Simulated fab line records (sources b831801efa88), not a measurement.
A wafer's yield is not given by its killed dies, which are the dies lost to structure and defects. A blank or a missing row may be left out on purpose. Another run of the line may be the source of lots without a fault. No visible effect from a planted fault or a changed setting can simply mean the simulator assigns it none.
Matching of chambers -- flow sky130 -- SKY_VIA3_CMP_24 on cmp-01: 4 sister chambers
The step polishes, stops on SiO2, t overpolish 20 s, target thk 0 nm. 4 wafers are shown with their chamber, then 8 later ones without.

## WAFERS WITH THEIR CHAMBER
wafer,chamber,timeToEndpointS (s)
L850.5,1,93
L851.3,0,101
L851.5,3,86
L854.2,2,97

## WAFERS WITHOUT THEIR CHAMBER
wafer,timeToEndpointS (s)
L854.5,91
L854.6,97
L855.1,98
L855.2,84
L855.5,100
L856.2,101
L856.3,101
L856.5,103

## EACH ONE'S CHAMBER
wafer,from the rows above,in truth
L854.5,1,1
L854.6,2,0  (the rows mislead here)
L855.1,can't be placed: 2 or 0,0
L855.2,3,3
L855.5,can't be placed: 0 or 2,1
L856.2,0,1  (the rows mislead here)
L856.3,0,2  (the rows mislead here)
L856.5,0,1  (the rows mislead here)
2 of 8 placed correctly. Cannot be placed on the basis of these rows: 2; the candidates contain the true chamber in 1. Placed wrongly: 4.
How it was worked out, from the rows above alone: a wafer's distance from a chamber is the root of the sum, over the readings, of the square of ((its reading less the chamber's mean) divided by the reading's scatter). The wafer belongs to the nearest chamber; if the next one is less than 2 further off, it can't be placed. Each chamber's mean is taken over the wafers shown for it. The scatter: with one shown wafer a chamber, the root of the mean of the squares of how far each hidden wafer lies from its nearest shown one.
